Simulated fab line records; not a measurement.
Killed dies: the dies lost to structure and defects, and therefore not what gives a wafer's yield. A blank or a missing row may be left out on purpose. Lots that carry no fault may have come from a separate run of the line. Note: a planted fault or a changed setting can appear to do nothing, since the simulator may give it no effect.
fab line records	flow sky130
record lots=12	wafers=36	last-day=50
route steps=708 shown VT_ADJUST_HVTP@92 VT_ADJUST_LVTN@104 VT_ADJUST_NCORE@121 PAD_OPEN@708
lots that met no fault: from a run of the same line without faults
start-h: hours from the record's first day to the start of the lot's first wafer shown	wait-h: how many hours have passed since the lot's step before this one	" repeats the value in the row above	L1.1+2: a row that stands for several wafers	- value missing, or start not given	* or withheld: withheld	< > ~ a bound
route shown NAME@n: names a module that has steps shown in the file, with the first one's number in the route	usual: mean/standard deviation taken from wafers without a fault	same: alike in all rows	chamber/n: place in a boat	sites: the reading at each site	_std_site: how widely they spread, as a standard deviation	_edge_site: inner sites' mean taken away from outer sites' mean	radius-mm: for every site, how far away it sits from the centre of the wafer	mask NAME#n: copy n	behind: tool/chamber where the wafer was last shaped	hold: the reason the lot was held/the length of the hold in hours/how it ended	device: names the non-switching transistor (n, p or np)	end of line: tests of these same wafers at the route's end	a step without rows: its recipe alone	killed: count of dies lost to structure and defects at first sort (not the wafer's yield)	map: a wafer's dies, x killed, . not, _ none there
set.NAME: the setting that was run; set.NAME@STEP: the one run at that earlier step	model.NAME: the simulator's own value behind a step, which no gauge read
the route's steps for a sample of lots (tables are steps, rows are wafers)
services: when a tool's chamber went out of use (start-h, in hours from the record's first day, below 0 if earlier), for how many hours, and the reason
## steps
# step SKY_VT_ADJUST_HVTP_CD_MEAS_07
# recipe target-cd-nm=380
# usual cd-nm=379.8/2.5
lot.wafer	tool	chamber	start-h	wait-h	cd-nm
L215.3	cd-sem-01	-	148.78	0.1	376.0
L215.5	"	-	"	"	378.8
L215.6	"	-	"	"	377.0
L216.1	cd-sem-02	-	156.18	0.1	380.2
L216.4	"	-	"	"	376.1
L216.6	"	-	"	"	379.1
L219.2	cd-sem-01	-	173.60	0.1	381.2
L219.4	"	-	"	"	378.8
L219.6	"	-	"	"	380.1
L220.1	cd-sem-02	-	179.55	0.1	379.1
L220.2	"	-	"	"	375.6
L220.5	"	-	"	"	378.8
L222.4	cd-sem-01	-	191.69	0.1	377.5
L222.5	"	-	"	"	379.7
L222.6	"	-	"	"	377.2
L225.1	cd-sem-02	-	212.53	0.1	378.4
L225.4	"	-	"	"	381.6
L225.6	"	-	"	"	379.5
L226.3	cd-sem-02	-	218.32	0.1	379.1
L226.5	"	-	"	"	381.0
L226.6	"	-	"	"	380.4
L229.2	cd-sem-02	-	239.67	0.1	380.0
L229.3	"	-	"	"	380.3
L229.5	"	-	"	"	380.6
L231.3	cd-sem-02	-	250.32	0.1	376.6
L231.4	"	-	"	"	378.3
L231.6	"	-	"	"	375.7
L233.2	cd-sem-01	-	261.02	0.1	377.7
L233.3	"	-	"	"	376.4
L233.4	"	-	"	"	376.2
L234.1	cd-sem-01	-	269.35	0.1	384.8
L234.2	"	-	"	"	385.0
L234.3	"	-	"	"	384.1
L235.3	cd-sem-02	-	276.69	0.1	384.4
L235.4	"	-	"	"	384.8
L235.5	"	-	"	"	383.1
# step SKY_VT_ADJUST_LVTN_OVL_MEAS_07
# usual VT_ADJUST_LVTN_OVL=-0.6/1.1
lot.wafer	tool	chamber	start-h	wait-h	VT_ADJUST_LVTN_OVL[nm]
L215.3	overlay-01	-	168.71	-	0.4
L215.5	"	-	"	"	-0.8
L215.6	"	-	"	"	0.6
L216.1	overlay-02	-	177.44	-	-0.9
L216.4	"	-	"	"	-1.7
L216.6	"	-	"	"	0.2
L219.2	overlay-02	-	195.01	-	-1.2
L219.4	"	-	"	"	0.1
L219.6	"	-	"	"	-0.3
L220.1	overlay-01	-	201.05	-	-1.4
L220.2	"	-	"	"	-2.4
L220.5	"	-	"	"	-2.1
L222.4	overlay-01	-	213.56	-	0.4
L222.5	"	-	"	"	-0.3
L222.6	"	-	"	"	0.0
L225.1	overlay-02	-	236.29	-	0.8
L225.4	"	-	"	"	0.1
L225.6	"	-	"	"	-0.2
L226.3	overlay-02	-	242.06	-	-0.3
L226.5	"	-	"	"	-0.9
L226.6	"	-	"	"	-2.6
L229.2	overlay-01	-	265.09	-	-2.0
L229.3	"	-	"	"	-0.4
L229.5	"	-	"	"	-0.8
L231.3	overlay-01	-	275.91	-	-1.4
L231.4	"	-	"	"	0.0
L231.6	"	-	"	"	-1.3
L233.2	overlay-02	-	286.40	-	0.2
L233.3	"	-	"	"	0.5
L233.4	"	-	"	"	-0.5
L234.1	overlay-02	-	296.12	-	-2.1
L234.2	"	-	"	"	0.6
L234.3	"	-	"	"	-0.4
L235.3	overlay-02	-	303.21	-	-1.1
L235.4	"	-	"	"	0.0
L235.5	"	-	"	"	-1.1
# step SKY_VT_ADJUST_LVTN_STRIP_09
# recipe chemistry=O2/N2	power-w=1400	pressure-mtorr=1500	platen-temp-c=withheld	o2-flow-sccm=3000	n2-flow-sccm=300	overash-fraction=0.5
# usual drypump-motor-current-A=5.7/0.48	oes-product-au=0.722/0.0047	strip-time-to-endpoint-s=36.93/0.098
lot.wafer	tool	chamber	start-h	wait-h	drypump-motor-current-A	oes-product-au	rf-hours-counter-h	strip-time-to-endpoint-s
L215.3	plasma-asher-01	1	168.92	0.1	5.3	0.719	-	36.90
L215.5	"	1	"	"	5.4	0.730	-	36.79
L215.6	"	0	"	"	5.7	0.727	-	36.73
L216.1	plasma-asher-01	0	177.62	0.1	5.7	0.716	35	36.81
L216.4	"	0	"	"	5.7	0.716	-	36.87
L216.6	"	0	"	"	5.7	0.723	-	36.88
L219.2	plasma-asher-01	0	195.19	0.1	5.7	0.713	37	36.97
L219.4	"	1	"	"	5.3	0.718	-	37.00
L219.6	"	0	"	"	5.7	0.716	-	36.99
L220.1	plasma-asher-04	0	201.24	0.1	5.6	0.727	49	36.81
L220.2	"	1	"	"	4.9	0.724	49	36.86
L220.5	"	1	"	"	4.9	0.724	-	36.84
L222.4	plasma-asher-01	1	213.76	0.1	5.3	0.720	-	37.02
L222.5	"	1	"	"	5.3	0.719	-	36.89
L222.6	"	0	"	"	5.7	0.727	-	36.95
L225.1	plasma-asher-04	1	236.47	0.1	4.9	0.721	52	36.88
L225.4	"	1	"	"	4.9	0.721	-	36.76
L225.6	"	0	"	"	5.6	0.724	-	36.89
L226.3	plasma-asher-01	1	242.26	0.1	5.3	0.726	-	37.07
L226.5	"	1	"	"	5.3	0.713	-	36.92
L226.6	"	0	"	"	5.7	0.722	-	36.96
L229.2	plasma-asher-04	0	265.27	0.1	5.6	0.725	55	36.91
L229.3	"	1	"	"	4.9	0.731	-	36.91
L229.5	"	1	"	"	4.9	0.716	-	36.96
L231.3	plasma-asher-03	1	276.11	0.1	6.2	0.725	-	36.99
L231.4	"	0	"	"	6.2	0.719	-	36.95
L231.6	"	1	"	"	6.2	0.712	-	37.03
L233.2	plasma-asher-03	0	286.58	0.1	6.2	0.730	16	37.00
L233.3	"	1	"	"	6.2	0.719	-	36.90
L233.4	"	0	"	"	6.2	0.719	-	36.89
L234.1	plasma-asher-03	1	296.31	0.1	6.3	0.714	17	36.93
L234.2	"	0	"	"	6.2	0.713	17	36.89
L234.3	"	1	"	"	6.2	0.721	-	36.97
L235.3	plasma-asher-03	0	303.42	0.1	6.2	0.720	-	36.86
L235.4	"	1	"	"	6.2	0.715	-	36.93
L235.5	"	1	"	"	6.2	0.720	-	36.88
# step SKY_VT_ADJUST_NCORE_COAT_02
# recipe resist=NOVOLAK	spin-rpm=3000	resist-thk-nm=1140
# usual resist-line-temp-C=23.00/0.098
lot.wafer	tool	chamber	start-h	wait-h	resist-line-temp-C
L215.3	litho-track-02	0	200.49	0.1	22.93
L215.5	"	0	"	"	23.04
L215.6	"	0	"	"	23.03
L216.1	litho-track-04	0	209.34	0.1	23.07
L216.4	"	0	"	"	23.18
L216.6	"	0	"	"	23.13
L219.2	litho-track-02	0	228.01	0.1	23.04
L219.4	"	0	"	"	22.94
L219.6	"	0	"	"	23.05
L220.1	litho-track-02	0	237.24	0.1	23.03
L220.2	"	0	"	"	23.11
L220.5	"	0	"	"	22.99
L222.4	litho-track-02	0	249.41	0.1	22.90
L222.5	"	0	"	"	22.97
L222.6	"	0	"	"	23.07
L225.1	litho-track-04	0	273.34	0.1	23.00
L225.4	"	0	"	"	23.14
L225.6	"	0	"	"	22.92
L226.3	litho-track-04	0	278.59	0.1	22.89
L226.5	"	0	"	"	22.88
L226.6	"	0	"	"	22.78
L229.2	litho-track-01	0	304.01	0.1	22.91
L229.3	"	0	"	"	22.95
L229.5	"	0	"	"	23.06
L231.3	litho-track-02	0	316.14	0.1	22.94
L231.4	"	0	"	"	22.92
L231.6	"	0	"	"	23.12
L233.2	litho-track-02	0	327.56	0.1	23.06
L233.3	"	0	"	"	23.05
L233.4	"	0	"	"	22.90
L234.1	litho-track-01	0	337.63	0.1	23.01
L234.2	"	0	"	"	22.89
L234.3	"	0	"	"	22.98
L235.3	litho-track-02	0	346.04	0.1	23.06
L235.4	"	0	"	"	23.21
L235.5	"	0	"	"	23.18
# step SKY_VT_ADJUST_NCORE_STRIP_10
# recipe chemistry=O2/N2	power-w=1400	pressure-mtorr=1500	platen-temp-c=withheld	o2-flow-sccm=3000	n2-flow-sccm=300	overash-fraction=0.5
# usual drypump-motor-current-A=5.5/0.36	oes-product-au=0.716/0.0045	strip-time-to-endpoint-s=14.16/0.041
lot.wafer	tool	chamber	start-h	wait-h	drypump-motor-current-A	oes-product-au	rf-hours-counter-h	strip-time-to-endpoint-s
L215.3	plasma-asher-01	1	212.57	0.1	5.3	0.712	-	14.17
L215.5	"	0	"	"	5.7	0.713	-	14.12
L215.6	"	1	"	"	5.3	0.720	-	14.19
L216.1	plasma-asher-02	0	220.90	0.1	5.8	0.709	51	14.17
L216.4	"	1	"	"	6.0	0.718	-	14.19
L216.6	"	1	"	"	6.0	0.716	-	14.18
L219.2	plasma-asher-01	0	240.07	0.1	5.7	0.722	41	14.21
L219.4	"	0	"	"	5.7	0.711	-	14.18
L219.6	"	0	"	"	5.7	0.720	-	14.18
L220.1	plasma-asher-04	1	249.34	0.1	4.9	0.720	53	14.14
L220.2	"	0	"	"	5.6	0.709	53	14.14
L220.5	"	1	"	"	4.9	0.705	-	14.15
L222.4	plasma-asher-04	1	263.33	0.1	4.9	0.721	-	14.16
L222.5	"	0	"	"	5.6	0.718	-	14.15
L222.6	"	1	"	"	4.9	0.719	-	14.15
L225.1	plasma-asher-04	0	286.49	0.1	5.6	0.714	57	14.22
L225.4	"	0	"	"	5.6	0.708	-	14.17
L225.6	"	0	"	"	5.6	0.718	-	14.19
L226.3	plasma-asher-04	0	292.47	0.1	5.6	0.709	-	14.19
L226.5	"	1	"	"	4.9	0.718	-	14.13
L226.6	"	0	"	"	5.6	0.722	-	14.16
L229.2	plasma-asher-01	0	318.09	0.1	5.7	0.712	50	14.08
L229.3	"	1	"	"	5.3	0.714	-	14.10
L229.5	"	1	"	"	5.3	0.722	-	14.09
L231.3	plasma-asher-02	0	330.22	0.1	5.8	0.710	-	14.17
L231.4	"	1	"	"	6.0	0.721	-	14.16
L231.6	"	0	"	"	5.8	0.715	-	14.17
L233.2	plasma-asher-02	0	342.04	0.1	5.7	0.714	63	14.77
L233.3	"	1	"	"	6.0	0.715	-	14.76
L233.4	"	0	"	"	5.8	0.709	-	14.81
L234.1	plasma-asher-01	1	353.29	0.1	5.3	0.709	53	14.14
L234.2	"	0	"	"	5.7	0.719	53	14.13
L234.3	"	1	"	"	5.3	0.716	-	14.13
L235.3	plasma-asher-01	1	360.67	0.1	5.3	0.719	-	14.78
L235.4	"	0	"	"	5.7	0.718	-	14.79
L235.5	"	1	"	"	5.3	0.715	-	14.76
# step SKY_PAD_OPEN_PROBE_99
# usual killed_at_M0_to_M3=43/7.8	killed_at_M4_up=3.2/1.9	killed-at-contacts=24/5	killed-at-front-end=14/4.5	killed-at-other=0.2/0.41	killed-dies=84/9.6	killed-open=47/6.9	killed-short=38/6
# same gross-dies=492	killed-at-back-side=0
lot.wafer	tool	chamber	start-h	wait-h	killed_at_M0_to_M3	killed_at_M4_up	killed-at-contacts	killed-at-front-end	killed-at-other	killed-dies	killed-open	killed-short
L225.1	prober-01	-	1158.91	0.1	46	3	26	29	0	104	49	55
L225.4	prober-01	-	1159.06	0.2	47	0	25	10	0	82	49	33
L225.6	prober-01	-	1159.16	0.2	37	2	30	15	0	84	51	33
# killed by level:class
L225.1 CONTACT:geometric-particle:open=12 METAL1:geometric-particle:short=11 FIELD_ISO:geometric-particle:short=9 FIELD_ISO:geometric-particle:open=7 LI_CONTACT:geometric-particle:open=7 METAL2:geometric-particle:open=5 POLY_GATE:geometric-particle:short=5 VIA1:geometric-particle:short=5
L225.4 LI_CONTACT:geometric-particle:open=11 VIA3:geometric-particle:open=10 VIA1:geometric-particle:open=10 CONTACT:geometric-particle:open=7 METAL2:geometric-particle:short=5 METAL1:geometric-particle:short=4 VIA1:geometric-particle:short=4 VIA2:geometric-particle:short=4
L225.6 LI_CONTACT:geometric-particle:open=10 CONTACT:geometric-particle:open=10 VIA1:geometric-particle:open=9 CONTACT:geometric-particle:short=7 VIA2:geometric-particle:open=6 POLY_GATE:geometric-particle:open=5 VIA2:geometric-particle:short=5 METAL2:geometric-particle:short=4
## services
tool	chamber	start-h	hours	kind
plasma-asher-04	-	211.45	3.7	repair
plasma-asher-02	-	301.22	6.1	repair
plasma-asher-04	-	303.50	14.6	pm
## key
first-sign step=SKY_VT_ADJUST_NCORE_STRIP_10	reading=strip-time-to-endpoint-s	direction=up	sigmas=15	usual=*	struck=*	through=*
effect none on later readings
met-at SKY_VT_ADJUST_NCORE_COAT_02
struck-lots L233,L235
tester-left-out L233,L235
loop-trim step=SKY_VT_ADJUST_NCORE_EXPOSE_04	setting=dose	lots=L235
not-acting-at SKY_VT_ADJUST_HVTP_CD_MEAS_07,SKY_VT_ADJUST_LVTN_OVL_MEAS_07,SKY_VT_ADJUST_LVTN_STRIP_09
onset-between 316.14 327.56
fault kind=process-parameter-drift	tool=litho-track-02	chamber=-	onset-h=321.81	steps=SKY_VT_ADJUST_NCORE_COAT_02	channel=resist-thk-nm	offset=53.649	shape=step	end-h=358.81	acts-in=these-recipes-only	stated=1140
# tester-left-out: of these lots the tester's yield and bins aren't shown, on N5 and GAA mostly nor the transistor test; their killed dies are dies lost to structure and defects alone, not to doping, threshold or leakage, so they don't give the yield
# loop-trim: a control loop set the setting to another value than it would have without faults
